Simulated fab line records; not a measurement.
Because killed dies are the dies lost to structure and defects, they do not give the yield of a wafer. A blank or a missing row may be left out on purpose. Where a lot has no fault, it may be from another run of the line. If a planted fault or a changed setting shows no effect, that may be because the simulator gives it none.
fab line records	flow sky130
record: lots: 6	wafers: 18	last-day: 50
route steps=708 shown CAPM@554 METAL3@555 VIA3@573 PAD_OPEN@708
lots with no fault: from the same line, run without faults
start-h: hours from the record's opening day to when the first of the lot's shown wafers began	wait-h: time in hours since the lot's previous step	" unchanged from the row above	L1.1+2: a row that stands for several wafers	- no value, or no start was given	* or withheld: withheld	< > ~ a bound
route shown NAME@n: a module of which the file shows steps, and the number in the route of the first	usual: mean/standard deviation taken from wafers without a fault	same: alike in all rows	chamber/n: place in a boat	sites: readings site by site	_std_site: their standard deviation	_edge_site: inner sites' mean taken away from outer sites' mean	radius-mm: how far each site lies from the wafer's centre	mask NAME#n: copy n	behind: tool/chamber where the wafer was last shaped	hold: reason for holding the lot/hours on hold/outcome of the hold	device: whichever transistor did not switch (one of n, p or np)	end of line: the route-end tests of the same wafers	a step with no rows: only its recipe	killed: dies that structure and defects cost at the first sort, which is not the same as the wafer's yield	map: shows each die of a wafer: x if killed, . if not, _ if none is there
set.NAME: the setting as run; set.NAME@STEP: as run at that earlier step	model.NAME: the simulator's own value behind a step, which no gauge read
lots at selected steps of the route; one table per step, one row per wafer
services: when a tool's chamber went out of use (start-h, in hours from the record's first day, below 0 if earlier), for how many hours, and the reason
== steps ==
step: SKY_CAPM_CLEAN_17
recipe: chemistry: O3/DIW	dry: n2-spin
step: SKY_METAL3_DEHYDRATE_05
recipe: temp-c: 200	time-s: 60
step: SKY_METAL3_HMDS_06
recipe: prime-time-s: 60	prime-temp-c: 120
step: SKY_METAL3_COAT_07
recipe: resist: BARC	temp-c: withheld	time-s: withheld	spin-rpm: 3000	resist-thk-nm: 60
step: SKY_METAL3_COAT_08
recipe: resist: KrF-thick	spin-rpm: 3000	resist-thk-nm: 1140
step: SKY_METAL3_SOFTBAKE_09
recipe: temp-c: 100	time-s: 90	resist: KrF-thick
step: SKY_METAL3_EXPOSE_10
recipe: mask-id: MM3	na: 0.68	source-shape: annular	sigma-inner: 0.4	sigma-outer: 0.8	target-cd-nm: 300	dose-mj: 28
step: SKY_METAL3_PEB_11
recipe: peb-temp-c: withheld	peb-time-s: withheld	resist: KrF-thick
step: SKY_METAL3_DEVELOP_12
recipe: develop-time-s: 60	resist: KrF-thick	dev-temp-c: 21
step: SKY_METAL3_CD_MEAS_13
recipe: target-cd-nm: 300
usual: cd-nm: 300.6/1.3
lot.wafer	tool	chamber	start-h	wait-h	cd-nm
L681.1	cd-sem-01	-	902.09	-	302.0
L681.3	"	-	"	"	301.6
L681.4	"	-	"	"	300.9
L684.1	cd-sem-02	-	926.76	-	301.1
L684.5	"	-	"	"	300.5
L684.6	"	-	"	"	300.2
L687.3	cd-sem-02	-	948.41	-	303.0
L687.5	"	-	"	"	300.7
L687.6	"	-	"	"	301.4
L691.1	cd-sem-02	-	974.72	-	302.8
L691.2	"	-	"	"	300.0
L691.3	"	-	"	"	301.6
L699.2	cd-sem-02	-	1029.13	-	298.1
L699.4	"	-	"	"	299.2
L699.6	"	-	"	"	299.8
L702.2	cd-sem-02	-	1047.38	-	302.3
L702.3	"	-	"	"	299.9
L702.6	"	-	"	"	301.9
step: SKY_METAL3_OVL_MEAS_14
usual: METAL3_OVL: -1/5.3
lot.wafer	tool	chamber	start-h	wait-h	METAL3_OVL[nm]
L681.1	overlay-01	-	902.21	0.1	-3
L681.3	"	-	"	"	-3
L681.4	"	-	"	"	-2
L684.1	overlay-01	-	926.88	0.1	-3
L684.5	"	-	"	"	-4
L684.6	"	-	"	"	6
L687.3	overlay-01	-	948.51	0.1	-10
L687.5	"	-	"	"	-3
L687.6	"	-	"	"	-1
L691.1	overlay-02	-	974.84	0.1	-2
L691.2	"	-	"	"	-4
L691.3	"	-	"	"	3
L699.2	overlay-01	-	1029.23	0.1	2
L699.4	"	-	"	"	5
L699.6	"	-	"	"	0
L702.2	overlay-01	-	1047.48	0.1	2
L702.3	"	-	"	"	3
L702.6	"	-	"	"	2
step: SKY_METAL3_DESCUM_15
recipe: chemistry: O2	source-power-w: 150	bias-power-w: 0	pressure-mtorr: 10	temp-c: 40	time-s: 8
usual: drypump-motor-current-A: 5.6/0.37	oes-product-au: 1.001/0.012
lot.wafer	tool	chamber	start-h	wait-h	drypump-motor-current-A	oes-product-au	rf-hours-counter-h
L681.1	rie-metal-01	0	902.25	0.0	5.8	0.996	15
L681.3	"	1	"	"	5.5	1.009	-
L681.4	"	0	"	"	5.8	1.010	-
L684.1	rie-metal-01	1	926.91	0.0	5.5	1.000	13
L684.5	"	1	"	"	5.5	1.001	-
L684.6	"	0	"	"	5.9	1.005	-
L687.3	rie-metal-01	0	948.54	0.0	5.8	0.998	-
L687.5	"	1	"	"	5.5	1.002	-
L687.6	"	0	"	"	5.8	0.998	-
L691.1	rie-metal-01	0	974.88	0.0	5.9	0.995	19
L691.2	"	1	"	"	5.5	1.009	16
L691.3	"	1	"	"	5.5	0.997	-
L699.2	rie-metal-03	0	1029.27	0.0	5.5	0.994	-
L699.4	"	0	"	"	5.5	0.993	-
L699.6	"	0	"	"	5.5	0.988	-
L702.2	rie-metal-03	1	1047.51	0.0	5.3	1.010	0
L702.3	"	1	"	"	5.3	1.006	-
L702.6	"	1	"	"	5.3	1.010	-
step: SKY_METAL3_ETCH_16
recipe: chemistry: N2/H2	target: BARC	ion-energy-ev: 200	bias-w: 100	pressure-mtorr: 30	n2-flow-sccm: 100	h2-flow-sccm: 200	icp-w: 500	stop-on: SiO2	time-s: 88.2	target-depth-a: 600
usual: drypump-motor-current-A: 5.6/0.37	oes-product-au: 0.625/0.0048	throttle-valve-pct: 13.205/0.0086
lot.wafer	tool	chamber	start-h	wait-h	drypump-motor-current-A	oes-product-au	rf-hours-counter-h	throttle-valve-pct
L681.1	rie-metal-01	0	902.28	0.0	5.8	0.638	15	13.194
L681.3	"	1	"	"	5.5	0.626	-	13.210
L681.4	"	0	"	"	5.8	0.624	-	13.199
L684.1	rie-metal-01	1	926.94	0.0	5.6	0.630	13	13.204
L684.5	"	1	"	"	5.5	0.631	-	13.220
L684.6	"	0	"	"	5.8	0.624	-	13.225
L687.3	rie-metal-01	0	948.59	0.0	5.8	0.625	-	13.216
L687.5	"	1	"	"	5.5	0.623	-	13.206
L687.6	"	0	"	"	5.8	0.625	-	13.204
L691.1	rie-metal-01	0	974.91	0.0	5.8	0.622	19	13.208
L691.2	"	1	"	"	5.6	0.622	16	13.208
L691.3	"	1	"	"	5.5	0.621	-	13.200
L699.2	rie-metal-03	0	1029.36	0.1	5.5	0.629	-	13.201
L699.4	"	0	"	"	5.5	0.624	-	13.210
L699.6	"	0	"	"	5.5	0.630	-	13.192
L702.2	rie-metal-03	1	1047.54	0.0	5.3	0.620	0	13.202
L702.3	"	1	"	"	5.3	0.626	-	13.219
L702.6	"	1	"	"	5.3	0.621	-	13.194
step: SKY_METAL3_ETCH_17
recipe: target: SiO2	stop-on: TiN	chemistry: C4F8/O2/Ar	source-w: 1500	bias-w: 1200	pressure-mtorr: 40	c4f8-flow-sccm: withheld	O2_flow_sccm: 6	Ar_flow_sccm: 300	time-s: 3.9	target-depth-a: 150
usual: oes-product-au: 0.754/0.0069
lot.wafer	tool	chamber	start-h	wait-h	oes-product-au	rf-hours-counter-h
L681.1	rie-diel-04	1	902.38	0.1	0.756	17
L681.3	"	3	"	"	0.754	18
L681.4	"	0	"	"	0.768	16
L684.1	rie-diel-02	3	927.04	0.1	0.743	3
L684.5	"	0	"	"	0.761	-
L684.6	"	1	"	"	0.753	-
L687.3	rie-diel-04	0	948.66	0.0	0.749	18
L687.5	"	0	"	"	0.763	-
L687.6	"	1	"	"	0.758	-
L691.1	rie-diel-03	2	975.01	0.1	0.745	22
L691.2	"	1	"	"	0.748	16
L691.3	"	3	"	"	0.742	3
L699.2	rie-diel-04	2	1029.52	0.1	0.750	8
L699.4	"	3	"	"	0.757	22
L699.6	"	3	"	"	0.755	-
L702.2	rie-diel-04	0	1047.64	0.1	0.734	21
L702.3	"	3	"	"	0.746	23
L702.6	"	2	"	"	0.746	-
step: SKY_METAL3_METAL_ETCH_18
recipe: target-depth-a: 8450	stop-on: SiO2	over-etch-frac: 0.3	time-s: 183.1	chemistry: Cl2/BCl3	resist-sidewall-deg: 88	pressure-mtorr: 10	icp-w: 900	bias-w: 48.5	Cl2_flow_sccm: 60	bcl3-flow-sccm: 30
usual: drypump-motor-current-A: 5.6/0.41	oes-product-au: 0.864/0.006	throttle-valve-pct: 22.265/0.0088
lot.wafer	tool	chamber	start-h	wait-h	drypump-motor-current-A	oes-product-au	rf-hours-counter-h	throttle-valve-pct
L681.1	rie-metal-04	0	902.40	0.0	6.5	0.860	18	22.258
L681.3	"	0	"	"	6.5	0.863	-	22.269
L681.4	"	1	"	"	5.2	0.866	-	22.279
L684.1	rie-metal-04	1	927.06	0.0	5.3	0.871	13	22.269
L684.5	"	0	"	"	6.5	0.869	-	22.264
L684.6	"	1	"	"	5.3	0.875	-	22.285
L687.3	rie-metal-03	1	948.74	0.1	5.3	0.861	-	22.259
L687.5	"	0	"	"	5.5	0.867	-	22.260
L687.6	"	1	"	"	5.3	0.868	-	22.258
L691.1	rie-metal-03	1	975.03	0.0	5.3	0.865	17	22.260
L691.2	"	0	"	"	5.5	0.869	6	22.252
L691.3	"	0	"	"	5.5	0.864	-	22.267
L699.2	rie-metal-04	1	1029.60	0.1	5.3	0.869	-	22.262
L699.4	"	1	"	"	5.3	0.852	-	22.261
L699.6	"	1	"	"	5.3	0.863	-	22.256
L702.2	rie-metal-01	1	1047.66	0.0	5.5	0.869	22	22.266
L702.3	"	0	"	"	5.9	0.861	-	22.266
L702.6	"	0	"	"	5.9	0.874	-	22.266
step: SKY_METAL3_STRIP_19
recipe: chemistry: O2/N2	power-w: 1400	pressure-mtorr: 1500	platen-temp-c: withheld	o2-flow-sccm: 3000	n2-flow-sccm: 300	overash-fraction: 0.5
usual: drypump-motor-current-A: 5.9/0.41	oes-product-au: 0.501/0.0057	strip-time-to-endpoint-s: 6.52/0.1
lot.wafer	tool	chamber	start-h	wait-h	drypump-motor-current-A	oes-product-au	rf-hours-counter-h	strip-time-to-endpoint-s
L681.1	plasma-asher-02	1	902.63	0.2	4.9	0.498	78	6.51
L681.3	"	1	"	"	4.9	0.500	-	6.52
L681.4	"	0	"	"	6.6	0.493	-	6.35
L684.1	plasma-asher-02	0	927.24	0.1	6.5	0.500	80	6.44
L684.5	"	1	"	"	4.9	0.495	-	6.52
L684.6	"	0	"	"	6.5	0.502	-	6.43
L687.3	plasma-asher-01	1	948.89	0.1	5.7	0.502	-	6.55
L687.5	"	1	"	"	5.7	0.499	-	6.61
L687.6	"	0	"	"	5.9	0.502	-	6.47
L691.1	plasma-asher-01	1	975.21	0.1	5.7	0.498	24	6.51
L691.2	"	0	"	"	5.9	0.501	24	6.60
L691.3	"	1	"	"	5.7	0.503	-	6.64
L699.2	plasma-asher-03	0	1029.90	0.2	6.1	0.486	122	6.33
L699.4	"	0	"	"	6.1	0.503	-	6.35
L699.6	"	1	"	"	6.3	0.497	-	6.33
L702.2	plasma-asher-03	0	1047.84	0.1	6.1	0.496	124	6.41
L702.3	"	1	"	"	6.3	0.499	-	6.38
L702.6	"	1	"	"	6.3	0.487	-	6.38
step: SKY_METAL3_STRIP_20
recipe: chemistry: post-etch-residue-remover	time-s: 1200	temp-c: 72.5
step: SKY_METAL3_CLEAN_21
recipe: chemistry: IPA	time-s: 180	temp-c: 25
step: SKY_METAL3_CLEAN_22
recipe: chemistry: O3/DIW	dry: n2-spin
step: SKY_VIA3_HDPCVD_00
recipe: material: SiO2	target-thk-nm: 1635	sigma-open-frac: 0.3	time-s: 272.5	temp-c: 400	sih4-flow-sccm: 60	pressure-mtorr: 6
step: SKY_VIA3_THK_MEAS_01
recipe: reads: SiO2_of_VIA3_HDPCVD_00
usual: VIA3_HDPCVD_THK: 1637/18
lot.wafer	tool	chamber	start-h	wait-h	VIA3_HDPCVD_THK[nm]
L681.1	film-metro-04	-	903.40	0.1	1624
L681.3	"	-	"	"	1634
L681.4	"	-	"	"	1632
L684.1	film-metro-01	-	928.00	0.1	1644
L684.5	"	-	"	"	1636
L684.6	"	-	"	"	1656
L687.3	film-metro-04	-	949.64	0.1	1644
L687.5	"	-	"	"	1660
L687.6	"	-	"	"	1667
L691.1	film-metro-02	-	975.97	0.1	1629
L691.2	"	-	"	"	1636
L691.3	"	-	"	"	1632
L699.2	film-metro-02	-	1030.70	0.1	1643
L699.4	"	-	"	"	1646
L699.6	"	-	"	"	1621
L702.2	film-metro-02	-	1048.61	0.1	1623
L702.3	"	-	"	"	1630
L702.6	"	-	"	"	1654
step: SKY_VIA3_CMP_02
recipe: material: SiO2	down-force-psi: 4	platen-rpm: 60	pad-velocity-m-s: 0.94248
usual: edge-zone-pressure-frac: 1.000/0.0054	motor-current-A: 13.3/1.2	slurry-flow-ml-min: 150.0/0.47
lot.wafer	tool	chamber	start-h	wait-h	edge-zone-pressure-frac	motor-current-A	slurry-flow-ml-min
L681.3	cmp-02	3	903.46	0.0	1.006	14.2	149.9
L681.4	"	0	"	"	0.995	14.2	150.1
L681.1	"	2	"	"	1.006	13.9	151.0
L684.1	cmp-02	1	928.11	0.1	0.993	13.7	150.3
L684.6	"	0	"	"	0.994	14.0	149.5
L684.5	"	1	"	"	0.993	14.1	149.7
L687.3	cmp-01	3	949.83	0.2	0.990	11.2	149.6
L687.6	"	0	"	"	0.998	12.4	150.0
L687.5	"	1	"	"	0.984	12.1	149.4
L691.1	cmp-02	3	976.03	0.1	0.998	14.6	149.9
L691.2	"	1	"	"	1.014	13.5	149.9
L691.3	"	2	"	"	1.004	14.8	149.2
L699.2	cmp-02	0	1030.75	0.0	1.004	14.5	149.7
L699.4	"	2	"	"	1.004	13.8	150.5
L699.6	"	0	"	"	0.997	13.8	149.9
L702.3	cmp-01	1	1049.13	0.5	0.992	12.0	150.6
L702.2	"	3	"	"	0.998	11.6	149.6
L702.6	"	1	"	"	0.988	12.0	150.4
step: SKY_VIA3_BOW_MEAS_03
recipe: mode: bow
usual: VIA3_BOW: 80/7.1
lot.wafer	tool	chamber	start-h	wait-h	VIA3_BOW[um]
L681.1	film-metro-04	-	903.76	0.1	73
L681.3	"	-	"	"	84
L681.4	"	-	"	"	83
L684.1	film-metro-02	-	928.36	0.2	81
L684.5	"	-	"	"	94
L684.6	"	-	"	"	91
L687.3	film-metro-02	-	950.02	0.1	75
L687.5	"	-	"	"	85
L687.6	"	-	"	"	72
L691.1	film-metro-04	-	976.33	0.2	80
L691.2	"	-	"	"	75
L691.3	"	-	"	"	85
L699.2	film-metro-02	-	1031.07	0.3	84
L699.4	"	-	"	"	82
L699.6	"	-	"	"	72
L702.2	film-metro-01	-	1049.45	0.2	77
L702.3	"	-	"	"	82
L702.6	"	-	"	"	72
step: SKY_VIA3_DEHYDRATE_04
recipe: temp-c: 200	time-s: 60
step: SKY_VIA3_HMDS_05
recipe: prime-time-s: 60	prime-temp-c: 120
step: SKY_VIA3_COAT_06
recipe: resist: BARC	temp-c: withheld	time-s: withheld	spin-rpm: 3000	resist-thk-nm: 60
step: SKY_VIA3_COAT_07
recipe: resist: KrF-thick	spin-rpm: 3000	resist-thk-nm: 450
step: SKY_VIA3_SOFTBAKE_08
recipe: temp-c: 100	time-s: 90	resist: KrF-thick
step: SKY_VIA3_EXPOSE_09
recipe: mask-id: VIM3	na: 0.8	source-shape: annular	sigma-inner: 0.55	sigma-outer: 0.85	target-cd-nm: 200	dose-mj: 38
step: SKY_VIA3_PEB_10
recipe: peb-temp-c: withheld	peb-time-s: withheld	resist: KrF-thick
step: SKY_VIA3_DEVELOP_11
recipe: develop-time-s: 60	resist: KrF-thick	dev-temp-c: 21
step: SKY_VIA3_CD_MEAS_12
recipe: target-cd-nm: 200
usual: cd-nm: 199.7/1.4
lot.wafer	tool	chamber	start-h	wait-h	cd-nm
L681.1	cd-sem-02	-	928.76	-	198.3
L681.3	"	-	"	"	199.7
L681.4	"	-	"	"	198.1
L684.1	cd-sem-01	-	953.76	-	201.4
L684.5	"	-	"	"	201.4
L684.6	"	-	"	"	201.5
L687.3	cd-sem-01	-	974.90	-	200.6
L687.5	"	-	"	"	201.2
L687.6	"	-	"	"	200.4
L691.1	cd-sem-02	-	1000.11	-	199.6
L691.2	"	-	"	"	199.6
L691.3	"	-	"	"	199.0
L699.2	cd-sem-02	-	1053.38	-	200.8
L699.4	"	-	"	"	199.4
L699.6	"	-	"	"	200.2
L702.2	cd-sem-02	-	1071.38	-	198.8
L702.3	"	-	"	"	196.7
L702.6	"	-	"	"	196.4
step: SKY_VIA3_OVL_MEAS_13
usual: VIA3_OVL: -2/4.8
lot.wafer	tool	chamber	start-h	wait-h	VIA3_OVL[nm]
L681.1	overlay-02	-	928.88	0.1	7
L681.3	"	-	"	"	1
L681.4	"	-	"	"	3
L684.1	overlay-02	-	953.88	0.1	-3
L684.5	"	-	"	"	-10
L684.6	"	-	"	"	-1
L687.3	overlay-01	-	974.99	0.1	-3
L687.5	"	-	"	"	0
L687.6	"	-	"	"	-1
L691.1	overlay-02	-	1000.23	0.1	6
L691.2	"	-	"	"	-4
L691.3	"	-	"	"	8
L699.2	overlay-01	-	1053.48	0.1	-6
L699.4	"	-	"	"	-5
L699.6	"	-	"	"	1
L702.2	overlay-01	-	1071.48	0.1	-3
L702.3	"	-	"	"	-1
L702.6	"	-	"	"	-1
step: SKY_VIA3_ETCH_14
recipe: chemistry: N2/H2	target: BARC	ion-energy-ev: 200	source-w: 500	bias-w: 100	pressure-mtorr: 30	n2-flow-sccm: 100	h2-flow-sccm: 200	stop-on: SiO2	time-s: 45.9	target-depth-a: 600
step: SKY_VIA3_ETCH_15
recipe: target: SiO2	chemistry: C4F8/O2/Ar	target-depth-nm: 507	stop-on: TiN	mask-material: KrF-thick	source-w: 1500	bias-w: 1200	pressure-mtorr: 40	c4f8-flow-sccm: withheld	O2_flow_sccm: 6	Ar_flow_sccm: 300	time-s: 78
step: SKY_VIA3_STRIP_16
recipe: chemistry: O2/N2	power-w: 1400	pressure-mtorr: 1500	platen-temp-c: withheld	o2-flow-sccm: 3000	n2-flow-sccm: 300	overash-fraction: 0.5
step: SKY_VIA3_STRIP_17
recipe: chemistry: post-etch-residue-remover	time-s: 1200	temp-c: 72.5
step: SKY_VIA3_CLEAN_18
recipe: chemistry: IPA	time-s: 180	temp-c: 25
step: SKY_VIA3_CLEAN_19
recipe: chemistry: O3/DIW	dry: n2-spin
step: SKY_VIA3_SPUTTER_20
recipe: material: TiN	target-thk-nm: 20	chamber-pressure-pa: 5	power-w: 4000	time-s: 80
step: SKY_VIA3_CVD_21
recipe: material: W	target-thk-nm: 390	time-s: 117.31	temp-c: 400	pressure-torr: 40
step: SKY_VIA3_RS_MEAS_22
recipe: thk-meas-gauge: four-point-probe	reads: W_of_VIA3_CVD_21+TiN_of_VIA3_SPUTTER_20
usual: VIA3_W_RS: 0.292/0.0066
lot.wafer	tool	chamber	start-h	wait-h	VIA3_W_RS[ohm/sq]
L681.1	film-metro-01	-	929.92	0.1	0.298
L681.3	"	-	"	"	0.285
L681.4	"	-	"	"	0.297
L684.1	film-metro-02	-	954.80	0.1	0.303
L684.5	"	-	"	"	0.303
L684.6	"	-	"	"	0.289
L687.3	film-metro-04	-	976.02	0.1	0.287
L687.5	"	-	"	"	0.288
L687.6	"	-	"	"	0.298
L691.1	film-metro-02	-	1001.23	0.1	0.300
L691.2	"	-	"	"	0.286
L691.3	"	-	"	"	0.300
L699.2	film-metro-01	-	1054.45	0.1	0.293
L699.4	"	-	"	"	0.283
L699.6	"	-	"	"	0.297
L702.2	film-metro-01	-	1072.41	0.1	0.303
L702.3	"	-	"	"	0.300
L702.6	"	-	"	"	0.287
step: SKY_PAD_OPEN_PROBE_99
usual: defect-limited-yield: 82.5/1.9	killed_at_M0_to_M3: 43/7.6	killed_at_M4_up: 2.9/1.7	killed-at-contacts: 24/5.5	killed-at-front-end: 15/4.2	killed-at-other: 0.3/0.52	killed-dies: 86/9.4	killed-open: 47/7	killed-short: 39/6.4	sort_bin_3_pad_short: 0.9/0.4	sort_bin_5_function: 10.3/1.6	sort_bin_6_memory: 6.2/1.1	sort-n-pass: 406/9.4	sort-yield-pct: 82.5/1.9
same: gross-dies: 492	killed-at-back-side: 0	sort_bin_4_leakage[%]: 0	sort_bin_8_speed[%]: 0
lot.wafer	tool	chamber	start-h	wait-h	defect-limited-yield[%]	killed_at_M0_to_M3	killed_at_M4_up	killed-at-contacts	killed-at-front-end	killed-at-other	killed-dies	killed-open	killed-short	sort_bin_3_pad_short[%]	sort_bin_5_function[%]	sort_bin_6_memory[%]	sort-n-pass	sort-yield-pct[%]	model.etest.tester.sort-n-pass	model.etest.tester.sort-yield-pct	model.etest.tester.sort_bin_5_pct	model.etest.tester.sort_bin_3_pct
L684.1	prober-02	-	1097.95	0.1	81.5	46	4	23	18	0	91	54	37	1.6	10.8	6.1	401	81.5	401	81.5	10.77	1.626
L684.5	prober-02	-	1098.15	0.2	83.9	37	3	26	13	0	79	42	37	0.2	10.6	5.3	413	83.9	413	83.94	10.57	0.2033
L684.6	prober-02	-	1098.20	0.2	82.9	45	3	25	11	0	84	42	42	1.0	10.0	6.1	408	82.9	408	82.93	9.959	1.016
L687.3	prober-02	-	1114.99	0.2	72.8	93	3	25	13	0	134	45	31	4.9	15.4	6.9	358	72.8	358	72.76	15.45	4.878
L687.5	prober-02	-	1115.09	0.2	76.2	85	1	20	11	0	117	33	30	3.7	15.7	4.5	375	76.2	375	76.22	15.65	3.659
L687.6	prober-02	-	1115.14	0.2	73.6	92	3	16	19	0	130	30	47	5.1	14.6	6.7	362	73.6	362	73.58	14.63	5.081
L691.1	prober-02	-	1137.20	0.1	74.2	98	6	16	6	1	127	41	36	4.1	17.5	4.3	365	74.2	365	74.19	17.48	4.065
L691.2	prober-02	-	1137.25	0.1	72.6	95	4	23	13	0	135	34	45	4.9	14.2	8.3	357	72.6	357	72.56	14.23	4.878
L691.3	prober-02	-	1137.30	0.2	73.0	94	2	23	14	0	133	37	39	5.1	14.4	7.5	359	73.0	359	72.97	14.43	5.081
L699.2	prober-02	-	1179.83	0.1	84.1	42	2	22	12	0	78	45	33	1.2	10.0	4.7	414	84.1	414	84.15	9.959	1.22
L699.4	prober-02	-	1179.93	0.2	83.3	36	2	27	17	0	82	47	35	0.8	9.6	6.3	410	83.3	410	83.33	9.553	0.813
L699.6	prober-02	-	1180.03	0.2	83.3	37	1	32	12	0	82	49	33	1.0	7.5	8.1	410	83.3	410	83.33	7.52	1.016
killed by level:class
L684.1 CONTACT:geometric-particle:open=11 VIA3:geometric-particle:open=10 VIA2:geometric-particle:open=8 POLY_GATE:geometric-particle:open=6 VIA1:geometric-particle:short=6 CONTACT:geometric-particle:short=5 VIA1:geometric-particle:open=5 VIA3:geometric-particle:short=5
L684.5 LI_CONTACT:geometric-particle:open=11 VIA1:geometric-particle:open=8 CONTACT:geometric-particle:open=6 METAL1:geometric-particle:short=6 VIA3:geometric-particle:open=5 LOCAL_INTERCONNECT:geometric-particle:short=4 METAL2:geometric-particle:short=4 VIA1:geometric-particle:short=4
L684.6 CONTACT:geometric-particle:open=12 VIA1:geometric-particle:open=10 METAL2:geometric-particle:short=7 VIA2:geometric-particle:short=7 POLY_GATE:geometric-particle:short=6 LI_CONTACT:geometric-particle:open=6 VIA1:geometric-particle:short=4 METAL2:geometric-particle:open=4
L687.3 METAL3:unspecified=55 VIA1:geometric-particle:open=10 CONTACT:geometric-particle:open=8 LI_CONTACT:geometric-particle:open=7 VIA2:geometric-particle:open=7 LI_CONTACT:geometric-particle:short=4 VIA3:geometric-particle:short=4 METAL1:geometric-particle:short=3
L687.5 METAL3:unspecified=54 CONTACT:geometric-particle:open=9 VIA1:geometric-particle:open=8 METAL2:geometric-particle:short=5 LI_CONTACT:geometric-particle:open=4 CONTACT:geometric-particle:short=4 VIA1:geometric-particle:short=4 SPACER:geometric-particle:short=3
L687.6 METAL3:unspecified=51 METAL2:geometric-particle:short=7 VIA1:geometric-particle:open=7 LI_CONTACT:geometric-particle:short=6 POLY_GATE:geometric-particle:short=5 METAL1:geometric-particle:short=4 VIA2:geometric-particle:open=4 METAL3:geometric-particle:short=4
L691.1 METAL3:unspecified=50 VIA1:geometric-particle:open=10 CONTACT:geometric-particle:open=7 METAL2:geometric-particle:short=7 VIA3:geometric-particle:open=7 VIA2:geometric-particle:open=6 METAL4:geometric-particle:short=5 LI_CONTACT:geometric-particle:open=4
L691.2 METAL3:unspecified=54 VIA1:geometric-particle:open=12 CONTACT:geometric-particle:open=9 POLY_GATE:geometric-particle:short=6 METAL2:geometric-particle:short=6 FIELD_ISO:geometric-particle:short=5 METAL1:geometric-particle:short=5 CONTACT:geometric-particle:short=5
L691.3 METAL3:unspecified=57 CONTACT:geometric-particle:open=9 LI_CONTACT:geometric-particle:open=7 METAL1:geometric-particle:short=7 VIA1:geometric-particle:short=6 FIELD_ISO:geometric-particle:open=4 CONTACT:geometric-particle:short=4 METAL3:geometric-particle:short=4
L699.2 VIA1:geometric-particle:open=11 CONTACT:geometric-particle:open=11 VIA1:geometric-particle:short=7 VIA3:geometric-particle:open=7 FIELD_ISO:geometric-particle:short=6 LOCAL_INTERCONNECT:geometric-particle:short=5 VIA2:geometric-particle:open=5 LI_CONTACT:geometric-particle:open=4
L699.4 VIA1:geometric-particle:open=10 CONTACT:geometric-particle:open=9 VIA2:geometric-particle:open=7 FIELD_ISO:geometric-particle:short=6 CONTACT:geometric-particle:short=6 LI_CONTACT:geometric-particle:open=5 VIA3:geometric-particle:open=5 FIELD_ISO:geometric-particle:open=4
L699.6 CONTACT:geometric-particle:open=14 VIA1:geometric-particle:open=11 LI_CONTACT:geometric-particle:open=7 VIA3:geometric-particle:short=5 METAL1:geometric-particle:short=5 LOCAL_INTERCONNECT:geometric-particle:short=4 CONTACT:geometric-particle:short=4 VIA1:geometric-particle:short=4
map L687.3 (x killed, . not)
__________....xx.xxx_________
________.............._______
______..x....x.........._____
_____....x...........x...____
____.....x.x...x.....xx...___
___..x.....x....x..........__
__x......xx....x......x.x.x._
_..xx.......x.x..x...x..xx.x.
_.x...x..x...xx..x......xxxxx
_x................x..x.xxxxxx
_...x.....x...x.x....xxxxxxxx
_.x....x.x............xxxxxxx
_..........x...xx....xxxxxxxx
_....x.....x.........xxxxxxxx
_xx.....x.....x..x...xxxxxxx.
__..x..x...x.........x.xxx.x_
___....xxxx.x........x.....__
____............x...x.....___
_____....x...xx.xx....x..____
______.................._____
________x....x.x......_______
__________x........._________
map L691.2 (x killed, . not)
__________..x....xx._________
________.x..x..x....x._______
______x..............xx._____
_____.x.x...x.x...x......____
____.............xxx......___
___....x..x............x...__
__.x..........x.....x......._
_...x.......x................
_...x...x.x...........xx...x.
_.x.xxx..xx..xx...x....x.....
_xxxxxxx.......x.......x.....
_xxxxxxxx.xx................x
_xxxxxxxx.x....x...x....x.x..
_xxxxxxxx.............xx.....
_xxxxxxxxx.xxx...............
__xxxxxxxx...x........x..x.x_
___xxx..xx..x..............__
____x.x....x.........x....___
_____..x.......x.x...x...____
______xx.xx.x......xx..._____
________......xxx..x.._______
__________...x......_________
== services ==
tool	chamber	start-h	hours	kind
rie-metal-03	-	888.85	2.8	pm
rie-diel-03	1	894.74	1.9	repair
rie-diel-03	1	909.95	8.0	repair
cmp-01	-	912.61	5.7	pm
cmp-01	-	918.34	4.0	pm
plasma-asher-03	-	931.66	2.8	pm
rie-metal-01	1	950.22	1.2	repair
plasma-asher-02	-	954.79	4.0	pm
plasma-asher-02	-	977.84	8.9	repair
rie-diel-03	3	982.77	10.1	repair
rie-diel-02	1	986.97	2.5	repair
cmp-02	-	990.09	4.0	pm
rie-metal-03	0	1005.55	13.9	repair
cmp-02	-	1005.60	0.6	repair
rie-metal-03	-	1010.30	1.4	pm
rie-diel-04	2	1015.13	12.8	repair
rie-metal-01	0	1016.91	-	clean
rie-metal-01	0	1016.91	17.6	scheduled-down
cmp-02	-	1016.92	0.8	repair
rie-diel-03	2	1019.87	11.3	repair
rie-metal-04	0	1027.82	21.8	repair
rie-diel-02	3	1039.82	3.3	repair
rie-diel-02	3	1046.68	4.4	repair
cmp-02	-	1047.45	14.5	pm
== key ==
first-sign: step: SKY_PAD_OPEN_PROBE_99	reading: sort_bin_3_pad_short	direction: up	sigmas: 9.1	usual: 0.9	struck: 4.6
effect: step: SKY_PAD_OPEN_PROBE_99	reading: killed_at_M0_to_M3	direction: up	sigmas: 6.5	usual: 43	struck: 93
model-effect: step: SKY_PAD_OPEN_PROBE_99	value: etest.tester.sort-n-pass	without: 408.8	struck: 362.7
met-at SKY_METAL3_ETCH_16
struck-wafers L687.3,L687.5,L687.6,L691.1,L691.2,L691.3
onset-between 926.94 948.59
also-fits SKY_METAL3_DESCUM_15:rie-metal-01,SKY_METAL3_METAL_ETCH_18:rie-metal-03,SKY_METAL3_STRIP_19:plasma-asher-01
fault: kind: chamber-particle-source	tool: rie-metal-01	chamber: -	onset-h: 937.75	steps: SKY_METAL3_ETCH_16	rate-per-visit-cm2: 1.498	end-h: 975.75
